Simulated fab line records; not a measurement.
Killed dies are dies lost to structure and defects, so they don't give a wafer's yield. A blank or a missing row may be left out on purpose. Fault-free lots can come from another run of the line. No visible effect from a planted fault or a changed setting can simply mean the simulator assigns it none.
fab line records | flow sky130
[record] lots = 9 | wafers = 27 | last_day = 49
route steps=708 shown SONOS_ONO@183 POLY_GATE@232 LDD_LDN@296 SPACER@304 PAD_OPEN@708
lots that met no fault: taken from a fault-free run of the same line
start_h: start of the lot's first displayed wafer, in hours after the record's first day | wait_h: hours since the lot's step before | " same as the row above | L1.1+2: a row that stands for several wafers | - no value, or no start given | * or withheld: withheld | < > ~ a bound
route shown NAME@n: a module of which the file shows steps, and the number in the route of the first | usual: mean/standard deviation taken from wafers without a fault | same: alike in all rows | chamber/n: place in a boat | sites: per-site readings | _std_site: the values' standard deviation | _edge_site: outer sites' mean less inner sites' | radius_mm: for every site, how far away it sits from the centre of the wafer | mask NAME#n: copy n | behind: tool/chamber where the wafer was last shaped | hold: why the lot was held/for how many hours/how that ended | device: the n, p or np transistor that did not switch | end of line: the tests these same wafers got at the end of their route | a step without rows: its recipe alone | killed: dies lost to structure and defects at the first sort, not the wafer's yield | map: shows each die of a wafer: x if killed, . if not, _ if none is there
set.NAME: the setting that was run; set.NAME@STEP: the one run at that earlier step | model.NAME: the simulator's own value behind a step, which no gauge read
route steps across a sampled set of lots; one table per step, one row per wafer
services: when a tool's chamber went out of use (start_h, in hours from the record's first day, below 0 if earlier), for how many hours, and the reason
[[steps]]
[step SKY_SONOS_ONO_ETCH_15]
[recipe] target_depth_nm = 19.52 | chemistry = CHF3/O2 | source_w = 600 | bias_w = 200 | pressure_mtorr = 40 | chf3_flow_sccm = 50 | O2_flow_sccm = 5 | time_s = 7.8
[usual] drypump_motor_current_A = 5.8/0.39 | oes_product_au = 1.003/0.0092 | rf_fwd_power_W = 586.7/2.7 | throttle_valve_pct = 8.826/0.0082
lot.wafer | tool        | chamber | start_h | wait_h | drypump_motor_current_A | oes_product_au | rf_fwd_power_W | rf_hours_counter_h | throttle_valve_pct
L947.1    | rie_diel-01 | 0       | 272.07  | 0.0    | 5.6                     | 0.996          | 583.8          | 1                  | 8.830
L947.3    | "           | 3       | "       | "      | 6.2                     | 0.981          | 589.3          | 3                  | 8.835
L947.5    | "           | 0       | "       | "      | 5.6                     | 0.995          | 581.5          | -                  | 8.835
L948.1    | rie_diel-03 | 1       | 277.77  | 0.0    | 6.0                     | 1.009          | 591.2          | 1                  | 8.824
L948.3    | "           | 0       | "       | "      | 5.6                     | 1.006          | 586.1          | 91                 | 8.832
L948.5    | "           | 1       | "       | "      | 6.0                     | 1.011          | 588.0          | -                  | 8.828
L949.2    | rie_diel-03 | 3       | 292.48  | 0.0    | 6.1                     | 0.985          | 584.4          | 106                | 8.818
L949.3    | "           | 2       | "       | "      | 5.9                     | 1.007          | 587.4          | 5                  | 8.817
L949.4    | "           | 0       | "       | "      | 5.6                     | 1.011          | 585.4          | 91                 | 8.833
L950.1    | rie_diel-04 | 2       | 295.57  | 0.0    | 6.4                     | 0.987          | 584.4          | 6                  | 8.826
L950.3    | "           | 1       | "       | "      | 5.0                     | 1.010          | 586.1          | 114                | 8.829
L950.6    | "           | 1       | "       | "      | 4.9                     | 1.014          | 587.8          | -                  | 8.845
L951.2    | rie_diel-04 | 3       | 307.73  | 0.0    | 5.6                     | 1.014          | 584.7          | 6                  | 8.828
L951.3    | "           | 2       | "       | "      | 6.3                     | 0.990          | 588.3          | 6                  | 8.824
L951.4    | "           | 1       | "       | "      | 5.0                     | 1.021          | 589.8          | 114                | 8.830
L952.2    | rie_diel-01 | 1       | 328.17  | 0.0    | 6.0                     | 1.009          | 592.1          | 35                 | 8.834
L952.4    | "           | 2       | "       | "      | 6.0                     | 1.008          | 588.3          | 2                  | 8.836
L952.5    | "           | 1       | "       | "      | 5.9                     | 1.004          | 588.9          | -                  | 8.822
L960.2    | rie_diel-03 | 3       | 400.08  | 0.0    | 6.1                     | 1.000          | 584.8          | 107                | 8.830
L960.3    | "           | 1       | "       | "      | 6.0                     | 1.015          | 591.7          | 3                  | 8.823
L960.5    | "           | 0       | "       | "      | 5.5                     | 1.004          | 582.8          | -                  | 8.812
L961.2    | rie_diel-04 | 2       | 407.47  | 0.0    | 6.3                     | 0.995          | 582.9          | 8                  | 8.813
L961.4    | "           | 3       | "       | "      | 5.6                     | 1.007          | 586.1          | 8                  | 8.825
L961.6    | "           | 3       | "       | "      | 5.6                     | 1.015          | 587.5          | -                  | 8.820
L962.2    | rie_diel-04 | 2       | 411.77  | 0.0    | 6.4                     | 1.001          | 586.5          | 8                  | 8.831
L962.5    | "           | 1       | "       | "      | 4.9                     | 0.999          | 587.3          | -                  | 8.832
L962.6    | "           | 0       | "       | "      | 5.2                     | 1.002          | 585.6          | -                  | 8.825
[step SKY_POLY_GATE_STRIP_18]
[recipe] chemistry = O2/N2 | power_w = 1400 | pressure_mtorr = 1500 | platen_temp_c = withheld | o2_flow_sccm = 3000 | n2_flow_sccm = 300 | overash_fraction = 0.5
[usual] drypump_motor_current_A = 6.13/0.24 | oes_product_au = 0.360/0.0048 | strip_time_to_endpoint_s = 3.16/0.038
lot.wafer | tool            | chamber | start_h | wait_h | drypump_motor_current_A | oes_product_au | rf_hours_counter_h | strip_time_to_endpoint_s
L947.1    | plasma_asher-03 | 0       | 360.47  | 0.0    | 6.43                    | 0.355          | 24                 | 3.16
L947.3    | "               | 0       | "       | "      | 6.43                    | 0.358          | -                  | 3.17
L947.5    | "               | 1       | "       | "      | 5.81                    | 0.363          | -                  | 3.16
L948.1    | plasma_asher-03 | 0       | 364.87  | 0.0    | 6.44                    | 0.352          | 24                 | 3.17
L948.3    | "               | 0       | "       | "      | 6.46                    | 0.351          | -                  | 3.13
L948.5    | "               | 0       | "       | "      | 6.43                    | 0.361          | -                  | 3.13
L949.2    | plasma_asher-01 | 0       | 380.92  | 0.0    | 6.15                    | 0.364          | 56                 | 3.19
L949.3    | "               | 0       | "       | "      | 6.12                    | 0.367          | -                  | 3.22
L949.4    | "               | 1       | "       | "      | 6.14                    | 0.365          | -                  | 3.25
L950.1    | plasma_asher-04 | 0       | 384.72  | 0.0    | 6.00                    | 0.356          | 68                 | 3.14
L950.3    | "               | 0       | "       | "      | 5.99                    | 0.364          | -                  | 3.16
L950.6    | "               | 1       | "       | "      | 6.26                    | 0.358          | -                  | 3.12
L951.2    | plasma_asher-03 | 1       | 401.64  | 0.0    | 5.79                    | 0.360          | 28                 | 3.19
L951.3    | "               | 1       | "       | "      | 5.81                    | 0.373          | -                  | 3.16
L951.4    | "               | 0       | "       | "      | 6.46                    | 0.353          | -                  | 3.21
L952.2    | plasma_asher-03 | 1       | 422.04  | 0.0    | 5.80                    | 0.360          | 30                 | 3.13
L952.4    | "               | 1       | "       | "      | 5.79                    | 0.363          | -                  | 3.21
L952.5    | "               | 0       | "       | "      | 6.45                    | 0.364          | -                  | 3.16
L960.2    | plasma_asher-04 | 0       | 497.59  | 0.0    | 5.97                    | 0.361          | 80                 | 3.20
L960.3    | "               | 1       | "       | "      | 6.27                    | 0.365          | -                  | 3.16
L960.5    | "               | 0       | "       | "      | 5.98                    | 0.352          | -                  | 3.19
L961.2    | plasma_asher-03 | 1       | 507.04  | 0.0    | 5.82                    | 0.360          | 39                 | 3.17
L961.4    | "               | 1       | "       | "      | 5.79                    | 0.356          | -                  | 3.10
L961.6    | "               | 1       | "       | "      | 5.80                    | 0.365          | -                  | 3.20
L962.2    | plasma_asher-01 | 0       | 513.44  | 0.0    | 6.16                    | 0.365          | 68                 | 3.15
L962.5    | "               | 0       | "       | "      | 6.13                    | 0.359          | -                  | 3.23
L962.6    | "               | 1       | "       | "      | 6.10                    | 0.361          | -                  | 3.13
[step SKY_LDD_LDN_OVL_MEAS_07]
[usual] LDD_LDN_OVL = -1.5/1.4
lot.wafer | tool       | chamber | start_h | wait_h | LDD_LDN_OVL[nm]
L947.1    | overlay-02 | -       | 513.67  | 0.1    | 1.4
L947.3    | "          | -       | "       | "      | 1.3
L947.5    | "          | -       | "       | "      | 1.2
L948.1    | overlay-02 | -       | 517.22  | 0.1    | -2.1
L948.3    | "          | -       | "       | "      | -1.1
L948.5    | "          | -       | "       | "      | 0.2
L949.2    | overlay-02 | -       | 537.38  | 0.1    | 0.8
L949.3    | "          | -       | "       | "      | -2.9
L949.4    | "          | -       | "       | "      | -0.9
L950.1    | overlay-02 | -       | 541.12  | 0.1    | 0.9
L950.3    | "          | -       | "       | "      | 1.4
L950.6    | "          | -       | "       | "      | 0.2
L951.2    | overlay-01 | -       | 556.18  | 0.1    | -1.8
L951.3    | "          | -       | "       | "      | -1.0
L951.4    | "          | -       | "       | "      | -0.5
L952.2    | overlay-01 | -       | 575.93  | 0.1    | -1.2
L952.4    | "          | -       | "       | "      | -2.1
L952.5    | "          | -       | "       | "      | -2.4
L960.2    | overlay-02 | -       | 648.07  | 0.1    | -3.6
L960.3    | "          | -       | "       | "      | -4.0
L960.5    | "          | -       | "       | "      | -3.4
L961.2    | overlay-01 | -       | 657.37  | 0.1    | -0.9
L961.4    | "          | -       | "       | "      | -1.2
L961.6    | "          | -       | "       | "      | -2.2
L962.2    | overlay-02 | -       | 663.52  | 0.1    | 0.0
L962.5    | "          | -       | "       | "      | 0.7
L962.6    | "          | -       | "       | "      | -1.4
[step SKY_SPACER_CVD_00]
[recipe] material = Si3N4 | precursor = DCS/NH3 | target_thk_nm = 43.1 | temp_c = 770 | time_s = 740 | pressure_mtorr = 250
[usual] spike_tc_bottom_C = 790.0/1.4 | zone_power_centre_pct = 14.2/0.66 | zone_power_lower_pct = 13.9/1
lot.wafer | tool     | chamber | start_h | wait_h | spike_tc_bottom_C | zone_power_centre_pct | zone_power_lower_pct
L947.1    | lpcvd-02 | 1       | 515.71  | 1.2    | 789.9             | 13.8                  | 14.6
L947.3    | "        | 1       | "       | "      | 789.3             | 13.7                  | 14.8
L947.5    | "        | 1       | "       | "      | 788.2             | 13.5                  | 14.7
L948.1    | lpcvd-02 | 1       | 518.49  | 0.4    | 788.0             | 13.7                  | 14.8
L948.3    | "        | 1       | "       | "      | 789.0             | 13.8                  | 14.9
L948.5    | "        | 1       | "       | "      | 788.9             | 13.7                  | 14.9
L949.2    | lpcvd-02 | 1       | 540.36  | 2.1    | 790.8             | 13.9                  | 14.7
L949.3    | "        | 1       | "       | "      | 789.8             | 13.8                  | 14.8
L949.4    | "        | 1       | "       | "      | 789.8             | 13.6                  | 14.8
L950.1    | lpcvd-02 | 0       | 542.16  | 0.2    | 792.8             | 14.8                  | 12.8
L950.3    | "        | 0       | "       | "      | 790.4             | 14.9                  | 12.7
L950.6    | "        | 0       | "       | "      | 790.7             | 14.8                  | 12.6
L951.2    | lpcvd-02 | 1       | 557.02  | 0.0    | 788.7             | 13.8                  | 15.1
L951.3    | "        | 1       | "       | "      | 790.0             | 13.5                  | 14.8
L951.4    | "        | 1       | "       | "      | 789.7             | 13.5                  | 14.9
L952.2    | lpcvd-02 | 1       | 578.03  | 1.3    | 788.6             | 13.6                  | 14.8
L952.4    | "        | 1       | "       | "      | 788.3             | 13.8                  | 14.7
L952.5    | "        | 1       | "       | "      | 790.8             | 13.7                  | 14.6
L960.2    | lpcvd-02 | 0       | 648.91  | 0.0    | 791.5             | 15.1                  | 12.9
L960.3    | "        | 0       | "       | "      | 790.0             | 14.9                  | 12.7
L960.5    | "        | 0       | "       | "      | 790.6             | 14.8                  | 12.7
L961.2    | lpcvd-02 | 1       | 658.21  | 0.0    | 789.0             | 13.7                  | 14.7
L961.4    | "        | 1       | "       | "      | 789.5             | 13.8                  | 14.6
L961.6    | "        | 1       | "       | "      | 789.5             | 13.6                  | 14.8
L962.2    | lpcvd-02 | 1       | 664.36  | 0.0    | 789.8             | 13.6                  | 14.7
L962.5    | "        | 1       | "       | "      | 790.2             | 13.9                  | 14.8
L962.6    | "        | 1       | "       | "      | 790.2             | 13.7                  | 15.0
[step SKY_SPACER_THK_MEAS_01]
[recipe] reads = Si3N4_of_SPACER_CVD_00
[usual] SPACER_CVD_00_THK = 43.2/0.37
lot.wafer | tool          | chamber | start_h | wait_h | SPACER_CVD_00_THK[nm]
L947.1    | film_metro-02 | -       | 516.92  | 0.0    | 43.0
L947.3    | "             | -       | "       | "      | 43.0
L947.5    | "             | -       | "       | "      | 43.1
L948.1    | film_metro-02 | -       | 520.30  | 0.0    | 43.2
L948.3    | "             | -       | "       | "      | 43.1
L948.5    | "             | -       | "       | "      | 43.0
L949.2    | film_metro-03 | -       | 542.17  | 0.0    | 43.4
L949.3    | "             | -       | "       | "      | 43.5
L949.4    | "             | -       | "       | "      | 43.5
L950.1    | film_metro-02 | -       | 543.37  | 0.0    | 43.5
L950.3    | "             | -       | "       | "      | 43.6
L950.6    | "             | -       | "       | "      | 43.8
L951.2    | film_metro-04 | -       | 558.24  | 0.0    | 43.6
L951.3    | "             | -       | "       | "      | 43.1
L951.4    | "             | -       | "       | "      | 42.7
L952.2    | film_metro-02 | -       | 579.25  | 0.0    | 42.5
L952.4    | "             | -       | "       | "      | 42.8
L952.5    | "             | -       | "       | "      | 42.8
L960.2    | film_metro-03 | -       | 650.13  | 0.0    | 43.7
L960.3    | "             | -       | "       | "      | 43.6
L960.5    | "             | -       | "       | "      | 43.3
L961.2    | film_metro-02 | -       | 659.42  | 0.0    | 39.9
L961.4    | "             | -       | "       | "      | 39.9
L961.6    | "             | -       | "       | "      | 39.6
L962.2    | film_metro-04 | -       | 665.57  | 0.0    | 39.3
L962.5    | "             | -       | "       | "      | 39.6
L962.6    | "             | -       | "       | "      | 40.0
[step SKY_SPACER_ETCHBACK_02]
[recipe] chemistry = CH3F/O2 | target = Si3N4 | stop_on = SiO2 | source_w = 400 | bias_w = 80 | pressure_mtorr = 25 | ch3f_flow_sccm = 40 | O2_flow_sccm = 30 | time_s = 46.7 | target_depth_a = 450
[usual] ch3f_flow_sccm = 40.01/0.1 | drypump_motor_current_A = 5.8/0.33 | oes_product_au = 0.855/0.0058 | rf_fwd_power_W = 395.9/1.6 | throttle_valve_pct = 10.562/0.0088
lot.wafer | tool        | chamber | start_h | wait_h | ch3f_flow_sccm | drypump_motor_current_A | oes_product_au | rf_fwd_power_W | rf_hours_counter_h | throttle_valve_pct
L947.1    | rie_diel-01 | 0       | 516.98  | 0.1    | 39.85          | 5.6                     | 0.854          | 392.1          | 5                  | 10.553
L947.3    | "           | 1       | "       | "      | 40.07          | 6.0                     | 0.853          | 396.9          | 38                 | 10.546
L947.5    | "           | 2       | "       | "      | 40.13          | 6.0                     | 0.847          | 396.6          | -                  | 10.576
L948.1    | rie_diel-02 | 0       | 520.36  | 0.1    | 39.96          | 5.7                     | 0.854          | 396.5          | 2                  | 10.576
L948.3    | "           | 3       | "       | "      | 40.08          | 5.0                     | 0.853          | 397.0          | 39                 | 10.575
L948.5    | "           | 3       | "       | "      | 39.92          | 5.0                     | 0.856          | 396.3          | -                  | 10.555
L949.2    | rie_diel-03 | 3       | 542.22  | 0.0    | 39.91          | 6.0                     | 0.858          | 396.2          | 2                  | 10.571
L949.3    | "           | 2       | "       | "      | 40.19          | 5.9                     | 0.853          | 397.1          | 10                 | 10.557
L949.4    | "           | 0       | "       | "      | 40.03          | 5.6                     | 0.853          | 394.4          | 1                  | 10.568
L950.1    | rie_diel-01 | 0       | 543.43  | 0.1    | 39.86          | 5.6                     | 0.857          | 394.7          | 5                  | 10.559
L950.3    | "           | 3       | "       | "      | 40.03          | 6.3                     | 0.856          | 396.6          | 7                  | 10.551
L950.6    | "           | 2       | "       | "      | 40.09          | 6.0                     | 0.863          | 399.0          | -                  | 10.570
L951.2    | rie_diel-01 | 1       | 558.29  | 0.0    | 40.02          | 6.0                     | 0.858          | 394.7          | 38                 | 10.569
L951.3    | "           | 2       | "       | "      | 40.14          | 6.0                     | 0.852          | 398.0          | 6                  | 10.568
L951.4    | "           | 3       | "       | "      | 39.95          | 6.2                     | 0.854          | 396.4          | 7                  | 10.574
L952.2    | rie_diel-01 | 2       | 579.30  | 0.0    | 39.99          | 6.0                     | 0.843          | 395.2          | 6                  | 10.548
L952.4    | "           | 3       | "       | "      | 40.11          | 6.3                     | 0.849          | 396.1          | 7                  | 10.571
L952.5    | "           | 3       | "       | "      | 40.02          | 6.3                     | 0.850          | 395.8          | -                  | 10.551
L960.2    | rie_diel-01 | 2       | 650.18  | 0.0    | 39.97          | 6.0                     | 0.861          | 396.7          | 8                  | 10.555
L960.3    | "           | 3       | "       | "      | 40.03          | 6.3                     | 0.860          | 396.0          | 9                  | 10.570
L960.5    | "           | 2       | "       | "      | 40.03          | 6.0                     | 0.859          | 395.4          | -                  | 10.564
L961.2    | rie_diel-01 | 2       | 659.47  | 0.0    | 39.99          | 6.0                     | 0.814          | 398.5          | 8                  | 10.554
L961.4    | "           | 3       | "       | "      | 40.01          | 6.3                     | 0.814          | 397.2          | 9                  | 10.557
L961.6    | "           | 3       | "       | "      | 40.02          | 6.2                     | 0.819          | 398.4          | -                  | 10.571
L962.2    | rie_diel-02 | 1       | 665.62  | 0.0    | 39.96          | 5.5                     | 0.808          | 396.4          | 9                  | 10.549
L962.5    | "           | 3       | "       | "      | 40.00          | 5.0                     | 0.820          | 397.3          | -                  | 10.572
L962.6    | "           | 0       | "       | "      | 39.96          | 5.7                     | 0.814          | 396.8          | -                  | 10.551
[step SKY_PAD_OPEN_PROBE_99]
[usual] killed_at_M0_to_M3 = 44/7.3 | killed_at_M4_up = 3.1/1.9 | killed_at_contacts = 24/5.3 | killed_at_front_end = 15/4 | killed_at_other = 0.4/0.6 | killed_dies = 86/9.2 | killed_open = 47/6.9 | killed_short = 39/6.9
[same] gross_dies = 492 | killed_at_back_side = 0
lot.wafer | tool      | chamber | start_h | wait_h | killed_at_M0_to_M3 | killed_at_M4_up | killed_at_contacts | killed_at_front_end | killed_at_other | killed_dies | killed_open | killed_short
L950.1    | prober-01 | -       | 1085.78 | 0.1    | 49                 | 5               | 25                 | 11                  | 1               | 91          | 52          | 38
L950.3    | prober-01 | -       | 1085.88 | 0.2    | 48                 | 3               | 19                 | 20                  | 0               | 90          | 50          | 40
L950.6    | prober-01 | -       | 1086.03 | 0.2    | 34                 | 2               | 14                 | 13                  | 1               | 64          | 33          | 31
L951.2    | prober-02 | -       | 1094.58 | 0.1    | 41                 | 4               | 15                 | 10                  | 1               | 71          | 35          | 35
L951.3    | prober-02 | -       | 1094.63 | 0.2    | 32                 | 2               | 28                 | 13                  | 1               | 76          | 36          | 39
L951.4    | prober-02 | -       | 1094.68 | 0.2    | 35                 | 3               | 18                 | 13                  | 1               | 70          | 34          | 34
// killed by level:class
L950.1 VIA1:geometric_particle:open=12 CONTACT:geometric_particle:open=9 VIA2:geometric_particle:open=9 VIA3:geometric_particle:open=8 LI_CONTACT:geometric_particle:open=7 METAL1:geometric_particle:short=5 VIA3:geometric_particle:short=5 CONTACT:geometric_particle:short=4
L950.3 VIA1:geometric_particle:open=14 CONTACT:geometric_particle:open=12 METAL1:geometric_particle:short=9 VIA3:geometric_particle:open=6 POLY_GATE:geometric_particle:open=5 VIA1:geometric_particle:short=5 FIELD_ISO:geometric_particle:short=4 VIA2:geometric_particle:open=4
L950.6 CONTACT:geometric_particle:open=7 VIA1:geometric_particle:open=6 VIA3:geometric_particle:open=6 METAL1:geometric_particle:short=5 METAL2:geometric_particle:short=4 FIELD_ISO:geometric_particle:short=3 LI_CONTACT:geometric_particle:open=3 LOCAL_INTERCONNECT:geometric_particle:short=3
L951.2 VIA1:geometric_particle:open=10 FIELD_ISO:geometric_particle:short=6 LI_CONTACT:geometric_particle:open=6 VIA3:geometric_particle:open=6 LOCAL_INTERCONNECT:geometric_particle:short=5 METAL2:geometric_particle:short=5 METAL1:geometric_particle:short=4 VIA1:geometric_particle:short=4
L951.3 CONTACT:geometric_particle:short=9 CONTACT:geometric_particle:open=9 VIA1:geometric_particle:open=6 VIA1:geometric_particle:short=6 FIELD_ISO:geometric_particle:open=5 LI_CONTACT:geometric_particle:open=5 VIA2:geometric_particle:open=5 METAL1:geometric_particle:short=4
L951.4 CONTACT:geometric_particle:open=9 VIA1:geometric_particle:open=9 METAL1:geometric_particle:short=6 VIA2:geometric_particle:open=6 METAL2:geometric_particle:short=5 FIELD_ISO:geometric_particle:short=4 POLY_GATE:geometric_particle:short=3 LI_CONTACT:geometric_particle:open=3
[[services]]
tool            | chamber | start_h | hours | kind
rie_diel-01     | 1       | 252.81  | 16.1  | repair
rie_diel-01     | 2       | 254.12  | 1.7   | repair
rie_diel-04     | -       | 327.84  | 2.8   | pm
rie_diel-03     | -       | 328.55  | 0.3   | repair
rie_diel-03     | 0       | 331.14  | 9.5   | repair
rie_diel-03     | 2       | 402.02  | 18.1  | repair
plasma_asher-03 | -       | 403.86  | 0.7   | repair
plasma_asher-03 | -       | 407.37  | 3.8   | repair
rie_diel-04     | 1       | 420.96  | 6.2   | repair
rie_diel-03     | 0       | 438.46  | 2.5   | repair
rie_diel-03     | 1       | 443.34  | 3.6   | repair
rie_diel-01     | -       | 451.45  | 1.3   | repair
lpcvd-02        | -       | 458.37  | 4.0   | repair
rie_diel-03     | 1       | 465.46  | 6.6   | repair
rie_diel-01     | 0       | 467.45  | 2.3   | repair
rie_diel-03     | 0       | 473.64  | 4.5   | repair
rie_diel-01     | 0       | 483.63  | 4.6   | repair
rie_diel-01     | 3       | 507.88  | 12.4  | repair
rie_diel-04     | 1       | 525.24  | 8.8   | repair
plasma_asher-03 | -       | 535.49  | 34.0  | repair
rie_diel-04     | -       | 592.20  | 0.5   | repair
rie_diel-04     | 2       | 595.90  | 12.0  | repair
plasma_asher-03 | -       | 606.07  | 7.9   | repair
rie_diel-01     | 0       | 637.50  | 14.2  | repair
[[key]]
[first_sign] step = SKY_SPACER_THK_MEAS_01 | reading = SPACER_CVD_00_THK | direction = down | sigmas = 9.2 | usual = 43.2 | struck = 39.7
[effect] step = SKY_SPACER_ETCHBACK_02 | reading = oes_product_au | direction = down | sigmas = 7 | usual = 0.855 | struck = 0.815
met_at SKY_SPACER_CVD_00
struck_lots L961,L962
tester_left_out L961,L962
not_acting_at SKY_SONOS_ONO_ETCH_15,SKY_POLY_GATE_STRIP_18,SKY_LDD_LDN_OVL_MEAS_07
onset_between 648.91 658.21
also_fits time
[fault] kind = process_parameter_drift | tool = lpcvd-02 | chamber = - | onset_h = 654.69 | steps = SKY_SPACER_CVD_00 | channel = target_thk_nm | offset = -3.6899 | shape = step | end_h = 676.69 | acts_in = these_recipes_only | stated = 43.1
// tester_left_out: of these lots the tester's yield and bins aren't shown, on N5 and GAA mostly nor the transistor test; their killed dies are dies lost to structure and defects alone, not to doping, threshold or leakage, so they don't give the yield
